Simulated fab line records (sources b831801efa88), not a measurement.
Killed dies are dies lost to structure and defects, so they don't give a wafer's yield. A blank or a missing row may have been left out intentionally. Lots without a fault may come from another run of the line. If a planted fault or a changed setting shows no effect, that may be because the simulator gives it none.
fab line records ; flow sky130
record lots=14; wafers=42; lastDay=50
route steps=708 shown VT_ADJUST_HVTR@139 SONOS_ONO@183 LDD_N@248
lots that met no fault: from a run of the same line without faults
startH: hours from the record's first day to the start of the lot's first wafer shown ; waitH: how many hours have passed since the lot's step before this one ; " the same as in the row above ; L1.1+2: a row that stands for several wafers ; - either no value or no given start ; * or withheld: withheld ; < > ~ a bound
route shown NAME@n: a module of which the file shows steps, and the number in the route of the first ; usual: average and standard deviation across the fault-free wafers ; same: alike in all rows ; chamber/n: place in a boat ; sites: each site's reading ; _std_site: their standard deviation ; _edge_site: the outer-site mean with the inner-site mean subtracted ; radiusMm: for every site, how far away it sits from the centre of the wafer ; mask NAME#n: copy n ; behind: tool/chamber where the wafer was last shaped ; hold: why the lot was held/for how many hours/how that ended ; device: which transistor (n, p or np) failed to switch ; end of line: the route-end tests of the same wafers ; for a step that has no rows: nothing shown but its recipe ; killed: the dies lost at the first sort to structure and to defects; this is not the yield of the wafer ; map: a wafer's dies, x killed, . not, _ none there
set.NAME: the setting that was run; set.NAME@STEP: the one run at that earlier step ; model.NAME: the simulator's own value behind a step, which no gauge read
the route's steps for a sample of lots (tables are steps, rows are wafers)
services: when a tool's chamber went out of use (startH, in hours from the record's first day, below 0 if earlier), for how many hours, and the reason
## steps
# step SKY_VT_ADJUST_HVTR_OVL_MEAS_08
# usual VT_ADJUST_HVTR_OVL=0.1/1.5
lot.wafer;tool;chamber;startH;waitH;VT_ADJUST_HVTR_OVL[nm]
L172.2;overlay-02;-;206.03;0.1;1.9
L172.4;overlay-02;-;206.03;0.1;0.3
L172.5;overlay-02;-;206.03;0.1;4.6
L174.2;overlay-02;-;213.98;0.1;-0.4
L174.4;overlay-02;-;213.98;0.1;-1.4
L174.5;overlay-02;-;213.98;0.1;-1.6
L175.2;overlay-02;-;224.41;0.1;1.8
L175.3;overlay-02;-;224.41;0.1;1.1
L175.5;overlay-02;-;224.41;0.1;0.3
L178.1;overlay-02;-;244.63;0.1;1.2
L178.2;overlay-02;-;244.63;0.1;0.5
L178.5;overlay-02;-;244.63;0.1;1.3
L179.1;overlay-02;-;253.35;0.1;0.7
L179.2;overlay-02;-;253.35;0.1;1.4
L179.6;overlay-02;-;253.35;0.1;3.3
L183.1;overlay-02;-;287.53;0.1;-0.2
L183.2;overlay-02;-;287.53;0.1;-0.3
L183.6;overlay-02;-;287.53;0.1;-0.4
L185.2;overlay-01;-;304.83;0.1;0.1
L185.4;overlay-01;-;304.83;0.1;-1.1
L185.5;overlay-01;-;304.83;0.1;-2.1
L187.1;overlay-02;-;321.38;0.1;0.8
L187.2;overlay-02;-;321.38;0.1;-0.4
L187.6;overlay-02;-;321.38;0.1;-0.8
L189.1;overlay-02;-;335.35;0.1;0.2
L189.3;overlay-02;-;335.35;0.1;0.3
L189.4;overlay-02;-;335.35;0.1;-0.5
L190.3;overlay-02;-;343.86;0.1;0.6
L190.4;overlay-02;-;343.86;0.1;1.7
L190.5;overlay-02;-;343.86;0.1;0.9
L191.1;overlay-02;-;347.41;0.1;0.7
L191.3;overlay-02;-;347.41;0.1;1.4
L191.5;overlay-02;-;347.41;0.1;0.9
L192.1;overlay-02;-;349.51;0.1;0.9
L192.5;overlay-02;-;349.51;0.1;0.7
L192.6;overlay-02;-;349.51;0.1;1.5
L194.2;overlay-01;-;368.40;0.1;2.3
L194.3;overlay-01;-;368.40;0.1;1.4
L194.4;overlay-01;-;368.40;0.1;1.2
L195.1;overlay-01;-;372.35;0.1;0.4
L195.3;overlay-01;-;372.35;0.1;0.6
L195.5;overlay-01;-;372.35;0.1;1.1
# step SKY_VT_ADJUST_HVTR_STRIP_10
# recipe chemistry=O2/N2; powerW=1400; pressureMtorr=1500; platenTempC=withheld; o2FlowSccm=3000; n2FlowSccm=300; overashFraction=0.5
# usual drypumpMotorCurrentA=5.8/0.4; oesProductAu=0.716/0.0041; stripTimeToEndpointS=14.30/0.032
lot.wafer;tool;chamber;startH;waitH;drypumpMotorCurrentA;oesProductAu;rfHoursCounterH;stripTimeToEndpointS
L172.2;plasmaAsher-03;0;206.21;0.1;5.9;0.715;9;14.33
L172.4;plasmaAsher-03;1;206.21;0.1;5.7;0.712;-;14.29
L172.5;plasmaAsher-03;1;206.21;0.1;5.7;0.715;-;14.33
L174.2;plasmaAsher-02;1;214.16;0.1;5.4;0.716;52;14.30
L174.4;plasmaAsher-02;1;214.16;0.1;5.5;0.712;-;14.29
L174.5;plasmaAsher-02;0;214.16;0.1;6.3;0.720;-;14.28
L175.2;plasmaAsher-03;1;224.59;0.1;5.6;0.714;10;14.38
L175.3;plasmaAsher-03;0;224.59;0.1;5.9;0.723;-;14.30
L175.5;plasmaAsher-03;0;224.59;0.1;5.9;0.716;-;14.37
L178.1;plasmaAsher-03;1;244.81;0.1;5.6;0.717;13;14.29
L178.2;plasmaAsher-03;0;244.81;0.1;5.9;0.711;13;14.35
L178.5;plasmaAsher-03;0;244.81;0.1;5.9;0.716;-;14.37
L179.1;plasmaAsher-03;1;253.54;0.1;5.6;0.707;14;14.27
L179.2;plasmaAsher-03;0;253.54;0.1;5.9;0.724;14;14.29
L179.6;plasmaAsher-03;0;253.54;0.1;5.9;0.716;-;14.28
L183.1;plasmaAsher-03;0;287.71;0.1;5.9;0.723;17;14.26
L183.2;plasmaAsher-03;1;287.71;0.1;5.7;0.716;17;14.24
L183.6;plasmaAsher-03;0;287.71;0.1;5.9;0.708;-;14.24
L185.2;plasmaAsher-02;0;305.01;0.1;6.3;0.723;62;14.25
L185.4;plasmaAsher-02;0;305.01;0.1;6.3;0.709;-;14.21
L185.5;plasmaAsher-02;0;305.01;0.1;6.3;0.715;-;14.25
L187.1;plasmaAsher-02;1;321.56;0.1;5.4;0.718;64;14.30
L187.2;plasmaAsher-02;0;321.56;0.1;6.3;0.713;64;14.28
L187.6;plasmaAsher-02;1;321.56;0.1;5.4;0.715;-;14.33
L189.1;plasmaAsher-02;1;335.53;0.1;5.4;0.713;65;14.27
L189.3;plasmaAsher-02;0;335.53;0.1;6.3;0.711;-;14.29
L189.4;plasmaAsher-02;1;335.53;0.1;5.4;0.715;-;14.25
L190.3;plasmaAsher-03;1;344.07;0.1;5.7;0.714;-;14.27
L190.4;plasmaAsher-03;0;344.07;0.1;5.9;0.714;-;14.29
L190.5;plasmaAsher-03;1;344.07;0.1;5.6;0.718;-;14.29
L191.1;plasmaAsher-02;1;347.59;0.1;5.5;0.713;67;14.36
L191.3;plasmaAsher-02;1;347.59;0.1;5.4;0.712;-;14.35
L191.5;plasmaAsher-02;0;347.59;0.1;6.3;0.716;-;14.36
L192.1;plasmaAsher-03;0;349.84;0.2;5.9;0.717;24;14.31
L192.5;plasmaAsher-03;1;349.84;0.2;5.7;0.717;-;14.28
L192.6;plasmaAsher-03;0;349.84;0.2;5.9;0.712;-;14.27
L194.2;plasmaAsher-01;1;368.58;0.1;5.0;0.718;66;14.35
L194.3;plasmaAsher-01;0;368.58;0.1;6.4;0.712;-;14.31
L194.4;plasmaAsher-01;1;368.58;0.1;5.0;0.714;-;14.35
L195.1;plasmaAsher-03;1;372.54;0.1;5.6;0.723;26;14.31
L195.3;plasmaAsher-03;0;372.54;0.1;5.9;0.720;-;14.34
L195.5;plasmaAsher-03;0;372.54;0.1;5.9;0.718;-;14.31
# step SKY_SONOS_ONO_ETCH_15
# recipe targetDepthNm=19.52; chemistry=CHF3/O2; sourceW=600; biasW=200; pressureMtorr=40; chf3FlowSccm=50; O2_flow_sccm=5; timeS=7.8
# usual drypumpMotorCurrentA=5.4/0.49; oesProductAu=1.003/0.0085; throttleValvePct=8.826/0.0098
lot.wafer;tool;chamber;startH;waitH;drypumpMotorCurrentA;oesProductAu;rfHoursCounterH;throttleValvePct
L172.2;rieDiel-04;2;283.81;0.0;4.9;0.998;12;8.822
L172.4;rieDiel-04;3;283.81;0.0;6.0;1.008;114;8.836
L172.5;rieDiel-04;2;283.81;0.0;4.9;0.996;-;8.820
L174.2;rieDiel-02;3;292.41;0.0;5.4;1.008;114;8.830
L174.4;rieDiel-02;1;292.41;0.0;5.1;1.003;64;8.817
L174.5;rieDiel-02;3;292.41;0.0;5.4;1.002;-;8.830
L175.2;rieDiel-04;1;302.21;0.0;4.9;1.015;51;8.825
L175.3;rieDiel-04;3;302.21;0.0;6.0;0.999;114;8.830
L175.5;rieDiel-04;2;302.21;0.0;4.9;0.991;-;8.827
L178.1;rieDiel-02;3;324.50;0.0;5.4;1.000;115;8.823
L178.2;rieDiel-02;2;324.50;0.0;6.4;1.005;53;8.814
L178.5;rieDiel-02;1;324.50;0.0;5.1;1.001;-;8.842
L179.1;rieDiel-04;0;337.71;0.0;5.4;0.997;37;8.848
L179.2;rieDiel-04;1;337.71;0.0;5.0;1.014;52;8.819
L179.6;rieDiel-04;2;337.71;0.0;4.9;0.992;-;8.805
L183.1;rieDiel-03;2;377.41;0.0;4.8;1.008;7;8.837
L183.2;rieDiel-03;3;377.41;0.0;5.1;1.009;82;8.814
L183.6;rieDiel-03;2;377.41;0.0;4.9;1.010;-;8.805
L185.2;rieDiel-02;0;393.06;0.0;6.0;0.993;66;8.814
L185.4;rieDiel-02;2;393.06;0.0;6.4;1.003;-;8.814
L185.5;rieDiel-02;2;393.06;0.0;6.4;1.005;-;8.824
L187.1;rieDiel-03;3;413.13;0.0;5.1;1.003;83;8.823
L187.2;rieDiel-03;1;413.13;0.0;5.1;0.998;2;8.835
L187.6;rieDiel-03;2;413.13;0.0;4.8;1.003;-;8.819
L189.1;rieDiel-04;2;426.23;0.0;4.9;0.995;15;8.813
L189.3;rieDiel-04;1;426.23;0.0;4.9;1.009;54;8.821
L189.4;rieDiel-04;3;426.23;0.0;6.0;1.007;0;8.824
L190.3;rieDiel-04;1;443.68;0.0;5.0;0.996;54;8.834
L190.4;rieDiel-04;0;443.68;0.0;5.4;0.995;39;8.821
L190.5;rieDiel-04;0;443.68;0.0;5.5;0.994;-;8.821
L192.1;rieDiel-03;3;443.98;0.0;5.1;0.997;84;8.821
L192.5;rieDiel-03;0;443.98;0.0;5.8;1.008;-;8.829
L192.6;rieDiel-03;1;443.98;0.0;5.1;1.019;-;8.822
L191.1;rieDiel-04;3;444.11;0.0;6.0;1.016;1;8.828
L191.3;rieDiel-04;2;444.11;0.0;4.8;0.993;15;8.821
L191.5;rieDiel-04;2;444.11;0.0;4.9;0.994;-;8.835
L194.2;rieDiel-02;3;464.98;0.0;5.4;0.997;0;8.819
L194.3;rieDiel-02;1;464.98;0.0;5.2;1.005;67;8.814
L194.4;rieDiel-02;0;464.98;0.0;5.9;1.000;68;8.810
L195.1;rieDiel-04;2;465.05;0.0;4.8;0.991;15;8.808
L195.3;rieDiel-04;3;465.05;0.0;5.9;1.001;1;8.826
L195.5;rieDiel-04;2;465.05;0.0;4.8;0.985;-;8.832
# step SKY_LDD_N_IMPLANT_11
# recipe species=As; energyKev=20; doseCm2=7.5e+13; tiltDeg=withheld; rotationDeg=293
# usual beamEnergyKeV=20.000/0.0073; beamOnS=10.01/0.2
lot.wafer;tool;chamber;startH;waitH;beamEnergyKeV;beamOnS
L172.2;implanter-02;0;408.66;0.1;20.005;10.01
L172.4;implanter-02;0;408.66;0.1;20.006;9.61
L172.5;implanter-02;0;408.66;0.1;20.001;9.94
L174.2;implanter-03;0;420.21;0.1;19.997;9.97
L174.4;implanter-03;0;420.21;0.1;19.993;10.02
L174.5;implanter-03;0;420.21;0.1;20.008;10.23
L175.2;implanter-01;0;427.75;0.1;19.999;9.77
L175.3;implanter-01;0;427.75;0.1;19.998;9.90
L175.5;implanter-01;0;427.75;0.1;19.993;10.18
L178.1;implanter-03;-;455.36;0.1;-;-
L178.2;implanter-03;-;455.36;0.1;-;-
L178.5;implanter-03;-;455.36;0.1;-;-
L179.1;implanter-03;-;486.21;0.1;-;-
L179.2;implanter-03;-;486.21;0.1;-;-
L179.6;implanter-03;-;486.21;0.1;-;-
L183.1;implanter-03;0;516.58;0.1;20.001;9.92
L183.2;implanter-03;0;516.58;0.1;20.002;9.98
L183.6;implanter-03;0;516.58;0.1;20.010;9.99
L185.2;implanter-02;0;537.79;0.1;19.998;10.44
L185.4;implanter-02;0;537.79;0.1;19.995;9.70
L185.5;implanter-02;0;537.79;0.1;19.992;10.12
L187.1;implanter-03;0;549.23;0.1;19.990;9.87
L187.2;implanter-03;0;549.23;0.1;19.989;9.97
L187.6;implanter-03;0;549.23;0.1;19.988;10.05
L189.1;implanter-03;0;565.19;0.1;19.996;9.89
L189.3;implanter-03;0;565.19;0.1;19.990;10.12
L189.4;implanter-03;0;565.19;0.1;20.000;10.08
L191.1;implanter-03;0;578.11;0.1;20.000;10.12
L191.3;implanter-03;0;578.11;0.1;20.013;9.67
L191.5;implanter-03;0;578.11;0.1;20.015;9.81
L190.3;implanter-02;0;578.58;0.1;20.005;10.13
L190.4;implanter-02;0;578.58;0.1;19.997;9.84
L190.5;implanter-02;0;578.58;0.1;20.007;9.73
L192.1;implanter-01;0;578.59;0.1;20.018;10.02
L192.5;implanter-01;0;578.59;0.1;20.010;9.97
L192.6;implanter-01;0;578.59;0.1;20.011;10.30
L194.2;implanter-03;0;598.42;0.1;19.995;10.35
L194.3;implanter-03;0;598.42;0.1;19.999;9.81
L194.4;implanter-03;0;598.42;0.1;20.003;9.98
L195.1;implanter-01;0;600.41;0.1;20.002;10.26
L195.3;implanter-01;0;600.41;0.1;20.007;10.49
L195.5;implanter-01;0;600.41;0.1;20.008;10.04
# step SKY_LDD_N_STRIP_16
# recipe chemistry=O2/N2; powerW=1400; pressureMtorr=1500; platenTempC=withheld; o2FlowSccm=3000; n2FlowSccm=300; overashFraction=0.5
# usual drypumpMotorCurrentA=5.6/0.47; oesProductAu=0.407/0.0048; stripTimeToEndpointS=4.315/0.015
lot.wafer;tool;chamber;startH;waitH;drypumpMotorCurrentA;oesProductAu;rfHoursCounterH;stripTimeToEndpointS
L172.2;plasmaAsher-01;0;409.38;0.1;6.4;0.405;70;4.325
L172.4;plasmaAsher-01;0;409.38;0.1;6.4;0.402;-;4.328
L172.5;plasmaAsher-01;1;409.38;0.1;5.0;0.410;-;4.335
L174.2;plasmaAsher-04;1;420.93;0.1;5.0;0.409;62;4.315
L174.4;plasmaAsher-04;1;420.93;0.1;4.9;0.406;-;4.288
L174.5;plasmaAsher-04;1;420.93;0.1;5.0;0.407;-;4.309
L175.2;plasmaAsher-03;1;428.48;0.1;5.6;0.418;32;4.311
L175.3;plasmaAsher-03;0;428.48;0.1;5.9;0.404;-;4.316
L175.5;plasmaAsher-03;1;428.48;0.1;5.6;0.399;-;4.297
L178.1;plasmaAsher-01;0;456.11;0.1;6.4;0.406;75;4.139
L178.2;plasmaAsher-01;1;456.11;0.1;5.0;0.407;75;4.130
L178.5;plasmaAsher-01;0;456.11;0.1;6.4;0.402;-;4.138
L179.1;plasmaAsher-01;0;486.96;0.1;6.3;0.410;78;4.156
L179.2;plasmaAsher-01;1;486.96;0.1;5.0;0.406;78;4.164
L179.6;plasmaAsher-01;1;486.96;0.1;5.0;0.417;-;4.145
L183.1;plasmaAsher-04;1;517.33;0.1;5.0;0.401;72;4.289
L183.2;plasmaAsher-04;0;517.33;0.1;5.9;0.414;72;4.306
L183.6;plasmaAsher-04;0;517.33;0.1;5.9;0.405;-;4.303
L185.2;plasmaAsher-01;1;538.51;0.1;5.0;0.408;84;4.319
L185.4;plasmaAsher-01;1;538.51;0.1;5.0;0.411;-;4.328
L185.5;plasmaAsher-01;0;538.51;0.1;6.4;0.411;-;4.307
L187.1;plasmaAsher-03;0;549.98;0.1;5.9;0.403;44;4.310
L187.2;plasmaAsher-03;1;549.98;0.1;5.7;0.403;44;4.301
L187.6;plasmaAsher-03;0;549.98;0.1;5.9;0.405;-;4.323
L189.1;plasmaAsher-04;0;565.94;0.1;5.9;0.399;76;4.328
L189.3;plasmaAsher-04;0;565.94;0.1;5.9;0.414;-;4.319
L189.4;plasmaAsher-04;1;565.94;0.1;5.0;0.411;-;4.337
L191.1;plasmaAsher-03;1;578.86;0.1;5.6;0.409;47;4.295
L191.3;plasmaAsher-03;0;578.86;0.1;5.9;0.414;-;4.327
L191.5;plasmaAsher-03;0;578.86;0.1;5.9;0.407;-;4.287
L190.3;plasmaAsher-04;0;579.31;0.1;5.9;0.406;-;4.348
L190.4;plasmaAsher-04;1;579.31;0.1;5.0;0.402;-;4.322
L190.5;plasmaAsher-04;1;579.31;0.1;5.0;0.405;-;4.324
L192.1;plasmaAsher-01;1;579.34;0.1;5.0;0.413;88;4.301
L192.5;plasmaAsher-01;0;579.34;0.1;6.4;0.403;-;4.308
L192.6;plasmaAsher-01;1;579.34;0.1;5.0;0.415;-;4.304
L194.2;plasmaAsher-03;0;599.14;0.1;5.9;0.406;49;4.311
L194.3;plasmaAsher-03;0;599.14;0.1;5.9;0.409;-;4.330
L194.4;plasmaAsher-03;1;599.14;0.1;5.6;0.411;-;4.333
L195.1;plasmaAsher-04;0;601.16;0.1;5.9;0.412;80;4.333
L195.3;plasmaAsher-04;0;601.16;0.1;5.9;0.406;-;4.318
L195.5;plasmaAsher-04;0;601.16;0.1;5.9;0.411;-;4.332
# step SKY_LDD_N_TW_MEAS_17
# usual LDD_N_TW=2569/17
lot.wafer;tool;chamber;startH;waitH;hold;LDD_N_TW
L172.2;filmMetro-01;-;409.49;0.1;-;2558
L172.4;filmMetro-01;-;409.49;0.1;-;2567
L172.5;filmMetro-01;-;409.49;0.1;-;2565
L174.2;filmMetro-01;-;421.04;0.1;-;2570
L174.4;filmMetro-01;-;421.04;0.1;-;2550
L174.5;filmMetro-01;-;421.04;0.1;-;2555
L175.2;filmMetro-03;-;428.59;0.1;-;2579
L175.3;filmMetro-03;-;428.59;0.1;-;2589
L175.5;filmMetro-03;-;428.59;0.1;-;2568
L178.1;filmMetro-01;-;456.21;0.1;awaitDispo/0.2h/release;2433
L178.2;filmMetro-01;-;456.21;0.1;awaitDispo/0.2h/release;2418
L178.5;filmMetro-01;-;456.21;0.1;awaitDispo/0.2h/release;2405
L178.1;filmMetro-01;-;456.44;0.2;-;2420
L178.2;filmMetro-01;-;456.44;0.2;-;2420
L178.5;filmMetro-01;-;456.44;0.2;-;2421
L179.1;filmMetro-01;-;487.06;0.1;awaitDispo/0.2h/release;2417
L179.2;filmMetro-01;-;487.06;0.1;awaitDispo/0.2h/release;2422
L179.6;filmMetro-01;-;487.06;0.1;awaitDispo/0.2h/release;2405
L179.1;filmMetro-01;-;487.29;0.2;-;2419
L179.2;filmMetro-01;-;487.29;0.2;-;2422
L179.6;filmMetro-01;-;487.29;0.2;-;2398
L183.1;filmMetro-03;-;517.43;0.1;-;2577
L183.2;filmMetro-03;-;517.43;0.1;-;2574
L183.6;filmMetro-03;-;517.43;0.1;-;2585
L185.2;filmMetro-04;-;538.62;0.1;-;2562
L185.4;filmMetro-04;-;538.62;0.1;-;2574
L185.5;filmMetro-04;-;538.62;0.1;-;2579
L187.1;filmMetro-03;-;550.08;0.1;-;2601
L187.2;filmMetro-03;-;550.08;0.1;-;2583
L187.6;filmMetro-03;-;550.08;0.1;-;2578
L189.1;filmMetro-01;-;566.04;0.1;-;2548
L189.3;filmMetro-01;-;566.04;0.1;-;2547
L189.4;filmMetro-01;-;566.04;0.1;-;2540
L191.1;filmMetro-01;-;578.96;0.1;-;2551
L191.3;filmMetro-01;-;578.96;0.1;-;2543
L191.5;filmMetro-01;-;578.96;0.1;-;2548
L190.3;filmMetro-04;-;579.40;0.1;-;2578
L190.4;filmMetro-04;-;579.40;0.1;-;2581
L190.5;filmMetro-04;-;579.40;0.1;-;2575
L192.1;filmMetro-01;-;579.44;0.1;-;2553
L192.5;filmMetro-01;-;579.44;0.1;-;2549
L192.6;filmMetro-01;-;579.44;0.1;-;2547
L194.2;filmMetro-01;-;599.25;0.1;-;2546
L194.3;filmMetro-01;-;599.25;0.1;-;2535
L194.4;filmMetro-01;-;599.25;0.1;-;2533
L195.1;filmMetro-04;-;601.26;0.1;-;2578
L195.3;filmMetro-04;-;601.26;0.1;-;2557
L195.5;filmMetro-04;-;601.26;0.1;-;2582
## services
tool;chamber;startH;hours;kind
rieDiel-02;1;196.56;15.1;repair
implanter-03;-;207.63;40.9;repair
rieDiel-02;2;219.36;24.7;repair
plasmaAsher-01;-;228.18;14.6;pm
implanter-03;-;248.52;6.2;pm
plasmaAsher-02;-;252.73;0.9;repair
implanter-03;-;269.65;3.3;repair
rieDiel-02;1;270.04;4.2;repair
plasmaAsher-01;-;271.71;2.8;pm
plasmaAsher-04;-;281.48;5.6;repair
plasmaAsher-03;-;281.94;2.9;repair
plasmaAsher-03;-;283.02;4.3;repair
plasmaAsher-01;-;284.23;0.6;repair
rieDiel-02;-;301.05;2.8;pm
plasmaAsher-01;-;308.17;28.1;pm
rieDiel-02;0;332.05;3.9;repair
rieDiel-02;0;362.31;3.3;repair
rieDiel-02;-;369.59;14.6;pm
rieDiel-02;1;389.34;15.6;repair
rieDiel-04;-;403.34;14.6;pm
plasmaAsher-02;-;421.25;9.0;pm
rieDiel-04;2;429.45;7.3;repair
plasmaAsher-01;-;440.68;2.9;repair
plasmaAsher-02;-;502.00;13.2;repair
## key
firstSign step=SKY_LDD_N_IMPLANT_11; reading=toolRecord; direction=missing
effect step=SKY_LDD_N_STRIP_16; reading=stripTimeToEndpointS; direction=down; sigmas=11; usual=*; struck=*
effect step=SKY_LDD_N_TW_MEAS_17; reading=visit; direction=added
effect step=SKY_LDD_N_TW_MEAS_17; reading=LDD_N_TW; direction=down; sigmas=9.1; usual=2569; struck=2417
metAt SKY_LDD_N_IMPLANT_11
struckLots L178,L179
laterRowsLeftOut L178.1,L178.2,L178.5,L179.1,L179.2,L179.6
sortLeftOut L178.1,L178.2,L178.5,L179.1,L179.2,L179.6
testerLeftOut L178,L179
notActingAt SKY_VT_ADJUST_HVTR_OVL_MEAS_08,SKY_VT_ADJUST_HVTR_STRIP_10,SKY_SONOS_ONO_ETCH_15
onsetBetween 420.21 455.36
fault kind=skippedStepWhole; tool=implanter-03; chamber=-; onsetH=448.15; steps=SKY_LDD_N_IMPLANT_11; scope=struckLotsOnly
# testerLeftOut: of these lots the tester's yield and bins aren't shown, on N5 and GAA mostly nor the transistor test; their killed dies are dies lost to structure and defects alone, not to doping, threshold or leakage, so they don't give the yield
# sortLeftOut: the simulated sort isn't trusted on such a fault, so these wafers' sort isn't shown, and their yield isn't known
# laterRowsLeftOut: the simulator's readings of these wafers behind a module that went badly wrong aren't trusted and aren't shown, but for the sort
